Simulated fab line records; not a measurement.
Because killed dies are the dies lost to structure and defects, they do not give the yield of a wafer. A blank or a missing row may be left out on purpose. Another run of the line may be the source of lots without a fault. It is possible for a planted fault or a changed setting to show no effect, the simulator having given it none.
The tool behind it: which one? + flow sfq_line + 13 lots with 39 wafers sampled at 6 steps, on a route of 325 steps

== WHAT THE GAUGES READ, wafer by wafer ==
SFQ_M0_RS_MEAS_904: uses a four-point probe to measure. Usual: M0_NB_RS typically reads 0.891 ohm/sq, with standard deviation 0.008.
| lot  | measured     | on            | M0_NB_RS (ohm/sq) | flag |
|------|--------------|---------------|-------------------|------|
| L236 | day 7 14:53  | film_metro-03 | 0.884 0.879 0.877 |      |
| L237 | day 7 22:04  | film_metro-03 | 0.888 0.888 0.886 |      |
| L239 | day 8 11:56  | film_metro-02 | 0.885 0.897 0.887 |      |
| L240 | day 8 18:07  | film_metro-01 | 0.881 0.883 0.882 |      |
| L241 | day 8 20:20  | film_metro-01 | 0.901 0.892 0.895 |      |
| L242 | day 9 01:09  | film_metro-01 | 0.884 0.886 0.890 |      |
| L243 | day 9 14:21  | film_metro-03 | 0.898 0.895 0.891 |      |
| L244 | day 9 20:32  | film_metro-01 | 0.854 0.887 0.862 |      |
| L245 | day 9 22:55  | film_metro-02 | 0.891 0.885 0.892 |      |
| L251 | day 12 00:05 | film_metro-03 | 0.904 0.904 0.903 |      |
| L252 | day 12 10:57 | film_metro-02 | 0.890 0.881 0.890 |      |
| L254 | day 13 02:07 | film_metro-01 | 0.890 0.881 0.896 |      |
| L255 | day 13 10:31 | film_metro-03 | 0.902 0.891 0.891 |      |

SFQ_M7_RS_MEAS_943: uses a four-point probe to measure. Usual: M7_NB_RS typically reads 0.886 ohm/sq, with standard deviation 0.0083.
| lot  | measured     | on            | M7_NB_RS (ohm/sq) | flag |
|------|--------------|---------------|-------------------|------|
| L236 | day 77 02:05 | film_metro-01 | 0.881 0.880 0.878 |      |
| L237 | day 79 01:00 | film_metro-01 | 0.880 0.877 0.892 |      |
| L239 | day 79 08:08 | film_metro-02 | 0.882 0.891 0.896 |      |
| L240 | day 79 11:32 | film_metro-04 | 0.890 0.878 0.884 |      |
| L241 | day 79 12:56 | film_metro-04 | 0.890 0.899 0.892 |      |
| L242 | day 79 15:22 | film_metro-01 | 0.894 0.882 0.888 |      |
| L243 | day 79 16:22 | film_metro-02 | 0.885 0.879 0.889 |      |
| L244 | day 79 17:58 | film_metro-02 | 0.874 0.888 0.880 |      |
| L245 | day 79 19:41 | film_metro-02 | 0.884 0.895 0.889 |      |
| L251 | day 83 00:37 | film_metro-02 | 0.898 0.892 0.888 |      |
| L252 | day 83 04:16 | film_metro-02 | 0.888 0.886 0.879 |      |
| L254 | day 83 15:26 | film_metro-04 | 0.887 0.895 0.893 |      |
| L255 | day 83 20:50 | film_metro-01 | 0.862 0.867 0.863 |      |

SFQ_I7_OVL_MEAS_947. Usual: I7_OVL typically reads -3 nm, with standard deviation 5.9.
| lot  | measured     | on         | I7_OVL (nm) | flag |
|------|--------------|------------|-------------|------|
| L236 | day 84 16:34 | overlay-01 | 4 -1 -4     |      |
| L237 | day 86 04:34 | overlay-02 | 3 4 2       |      |
| L239 | day 86 15:22 | overlay-02 | -3 -7 1     |      |
| L240 | day 86 16:34 | overlay-02 | 2 -5 2      |      |
| L241 | day 86 21:22 | overlay-01 | -4 -8 -6    |      |
| L242 | day 86 23:46 | overlay-01 | 2 -3 7      |      |
| L243 | day 87 00:58 | overlay-01 | -2 -4 -6    |      |
| L244 | day 87 03:22 | overlay-01 | 0 -11 -3    |      |
| L245 | day 87 07:58 | overlay-02 | 3 11 10     |      |
| L251 | day 89 16:09 | overlay-02 | 6 5 10      |      |
| L252 | day 89 19:46 | overlay-02 | -9 -10 -11  |      |
| L254 | day 90 01:52 | overlay-02 | -17 -16 -17 |      |
| L255 | day 90 15:04 | overlay-02 | 6 -2 9      |      |

== WHAT TOOL EACH LOT RAN ON (gives the tool, then ch and the chambers of the sampled wafers, and finally the start) ==
| lot  | SFQ_TRILAYER_L0_VIA_STRIP_STRIP_017 | SFQ_TRILAYER_M0_DEP_SPUTTER_019 | SFQ_TRILAYER_M0_ETCH_METAL_ETCH_024 |
|------|-------------------------------------|---------------------------------|-------------------------------------|
| L236 | rie_metal-04 ch 0,1, day 7 13:59    | pvd_sputter-05, day 7 14:47     | rie_metal-04 ch 0,1, day 11 01:34   |
| L237 | rie_metal-04 ch 0,1, day 7 21:17    | pvd_sputter-06, day 7 21:55     | rie_metal-03 ch 0, day 11 10:08     |
| L239 | rie_metal-02 ch 0,1, day 8 11:02    | pvd_sputter-05, day 8 11:50     | rie_metal-03 ch 0,1, day 12 08:46   |
| L240 | rie_metal-04 ch 0,1, day 8 17:02    | pvd_sputter-04, day 8 18:01     | rie_metal-03 ch 0,1, day 12 16:47   |
| L241 | rie_metal-04 ch 0,1, day 8 19:26    | pvd_sputter-06, day 8 20:14     | rie_metal-02 ch 0,1, day 12 21:35   |
| L242 | rie_metal-04 ch 0,1, day 9 00:14    | pvd_sputter-06, day 9 01:02     | rie_metal-02 ch 0,1, day 13 04:47   |
| L243 | rie_metal-01 ch 0,1, day 9 13:26    | pvd_sputter-04, day 9 14:14     | rie_metal-04 ch 0,1, day 13 13:11   |
| L244 | rie_metal-04 ch 0,1, day 9 19:47    | pvd_sputter-06, day 9 20:24     | rie_metal-03 ch 1, day 13 20:32     |
| L245 | rie_metal-01 ch 0,1, day 9 21:59    | pvd_sputter-05, day 9 22:48     | rie_metal-02 ch 0,1, day 13 22:47   |
| L251 | rie_metal-04 ch 0,1, day 11 23:11   | pvd_sputter-04, day 11 23:59    | rie_metal-02 ch 0,1, day 16 23:29   |
| L252 | rie_metal-01 ch 0,1, day 12 10:11   | pvd_sputter-05, day 12 10:50    | rie_metal-03 ch 0,1, day 17 13:56   |
| L254 | rie_metal-02 ch 0,1, day 13 01:13   | pvd_sputter-05, day 13 02:01    | rie_metal-04 ch 0,1, day 18 17:20   |
| L255 | rie_metal-04 ch 0, day 13 09:37     | pvd_sputter-04, day 13 10:25    | rie_metal-04 ch 0,1, day 19 09:52   |
- SFQ_TRILAYER_L0_VIA_STRIP_STRIP_017: strips in O2.
- SFQ_TRILAYER_M0_DEP_SPUTTER_019: material Nb, target thk 200 nm, time 133.3 s.
- SFQ_TRILAYER_M0_ETCH_METAL_ETCH_024: etches Nb in Cl2/Ar, stops on SiO2, target depth 240 nm, time 120 s.

== WHAT THE TOOLS THEMSELVES READ (means of the sampled wafers that have a number; where no wafer has one, the mark that the record gives instead) ==
SFQ_TRILAYER_L0_VIA_STRIP_STRIP_017. Usual: drypump_motor_current_A 6.0 A, standard deviation 0.31; he_backside_leak_sccm 3.5 sccm, standard deviation 0.34; oes_product_au 0.998 a.u., standard deviation 0.0084; platen_temp_c 40.01 C, standard deviation 0.1.
| lot  | tool         | drypump_motor_current_A (A) | he_backside_leak_sccm (sccm) | oes_product_au (a.u.) | platen_temp_c (C) | flag |
|------|--------------|-----------------------------|------------------------------|-----------------------|-------------------|------|
| L236 | rie_metal-04 | 6.1                         | 3.5                          | 0.995                 | 39.96             |      |
| L237 | rie_metal-04 | 6.1                         | 3.5                          | 0.990                 | 40.00             |      |
| L239 | rie_metal-02 | 6.7                         | 3.6                          | 1.013                 | 40.07             |      |
| L240 | rie_metal-04 | 5.8                         | 3.4                          | 1.003                 | 39.98             |      |
| L241 | rie_metal-04 | 6.0                         | 3.4                          | 1.003                 | 40.03             |      |
| L242 | rie_metal-04 | 6.1                         | 3.5                          | 0.995                 | 39.93             |      |
| L243 | rie_metal-01 | 5.8                         | 3.4                          | 0.996                 | 40.11             |      |
| L244 | rie_metal-04 | 6.1                         | 3.5                          | 0.998                 | 39.95             |      |
| L245 | rie_metal-01 | 5.8                         | 3.4                          | 0.996                 | 39.98             |      |
| L251 | rie_metal-04 | 5.9                         | 3.4                          | 1.000                 | 40.10             |      |
| L252 | rie_metal-01 | 5.8                         | 3.5                          | 0.988                 | 40.05             |      |
| L254 | rie_metal-02 | 6.7                         | 3.6                          | 1.010                 | 39.98             |      |
| L255 | rie_metal-04 | 5.7                         | 3.4                          | 0.990                 | 39.94             |      |

SFQ_TRILAYER_M0_DEP_SPUTTER_019. Usual: chamber_pressure_pa 0.1333 Pa, standard deviation 0.00024; throttle_valve_pct 29.9 %, standard deviation 0.9.
| lot  | tool           | chamber_pressure_pa (Pa) | throttle_valve_pct (%) | flag |
|------|----------------|--------------------------|------------------------|------|
| L236 | pvd_sputter-05 | 0.1334                   | 30.2                   |      |
| L237 | pvd_sputter-06 | 0.1335                   | 29.3                   |      |
| L239 | pvd_sputter-05 | 0.1332                   | 30.2                   |      |
| L240 | pvd_sputter-04 | 0.1336                   | 30.8                   |      |
| L241 | pvd_sputter-06 | 0.1336                   | 30.1                   |      |
| L242 | pvd_sputter-06 | 0.1334                   | 29.5                   |      |
| L243 | pvd_sputter-04 | 0.1331                   | 31.1                   |      |
| L244 | pvd_sputter-06 | 0.1331                   | 30.3                   |      |
| L245 | pvd_sputter-05 | 0.1332                   | 30.1                   |      |
| L251 | pvd_sputter-04 | 0.1331                   | 29.8                   |      |
| L252 | pvd_sputter-05 | 0.1336                   | 30.3                   |      |
| L254 | pvd_sputter-05 | 0.1333                   | 30.6                   |      |
| L255 | pvd_sputter-04 | 0.1331                   | 30.7                   |      |

SFQ_TRILAYER_M0_ETCH_METAL_ETCH_024. Usual: drypump_motor_current_A 6.2 A, standard deviation 0.45; he_backside_leak_sccm 3.5 sccm, standard deviation 0.34; oes_product_au 0.893 a.u., standard deviation 0.0063.
| lot  | tool         | drypump_motor_current_A (A) | he_backside_leak_sccm (sccm) | oes_product_au (a.u.) | flag |
|------|--------------|-----------------------------|------------------------------|-----------------------|------|
| L236 | rie_metal-04 | 6.1                         | 3.4                          | 0.901                 |      |
| L237 | rie_metal-03 | 5.5                         | 3.3                          | 0.892                 |      |
| L239 | rie_metal-03 | 6.0                         | 3.2                          | 0.894                 |      |
| L240 | rie_metal-03 | 6.0                         | 3.3                          | 0.898                 |      |
| L241 | rie_metal-02 | 6.7                         | 3.6                          | 0.891                 |      |
| L242 | rie_metal-02 | 6.7                         | 3.5                          | 0.891                 |      |
| L243 | rie_metal-04 | 6.0                         | 3.5                          | 0.891                 |      |
| L244 | rie_metal-03 | 6.3                         | 2.9                          | 0.905                 |      |
| L245 | rie_metal-02 | 6.5                         | 3.5                          | 0.891                 |      |
| L251 | rie_metal-02 | 6.5                         | 3.6                          | 0.884                 |      |
| L252 | rie_metal-03 | 5.7                         | 3.2                          | 0.902                 |      |
| L254 | rie_metal-04 | 5.9                         | 3.6                          | 0.891                 |      |
| L255 | rie_metal-04 | 6.1                         | 3.6                          | 0.893                 |      |

== THE ANSWER, worked out from the rows above alone ==
Rule: a lot counts as off when the mean over its wafers that have a number is more than 3 standard deviations away from the usual mean. Also off: a lot with no number at a reading for which 4 or more lots have one. Where the step has rows for the other lots, those lots are counted as sound. The gauges are gone through in route order, then the tools' own readings, and for those a lot's mean is taken as printed above. At the first step where some lot is off, the reading lying furthest off is the one used; lots without a number count as furthest.
Nothing can be told from this: no lot is off at any reading shown.

== WHAT HAD BEEN PUT IN BY THE SIMULATOR ==
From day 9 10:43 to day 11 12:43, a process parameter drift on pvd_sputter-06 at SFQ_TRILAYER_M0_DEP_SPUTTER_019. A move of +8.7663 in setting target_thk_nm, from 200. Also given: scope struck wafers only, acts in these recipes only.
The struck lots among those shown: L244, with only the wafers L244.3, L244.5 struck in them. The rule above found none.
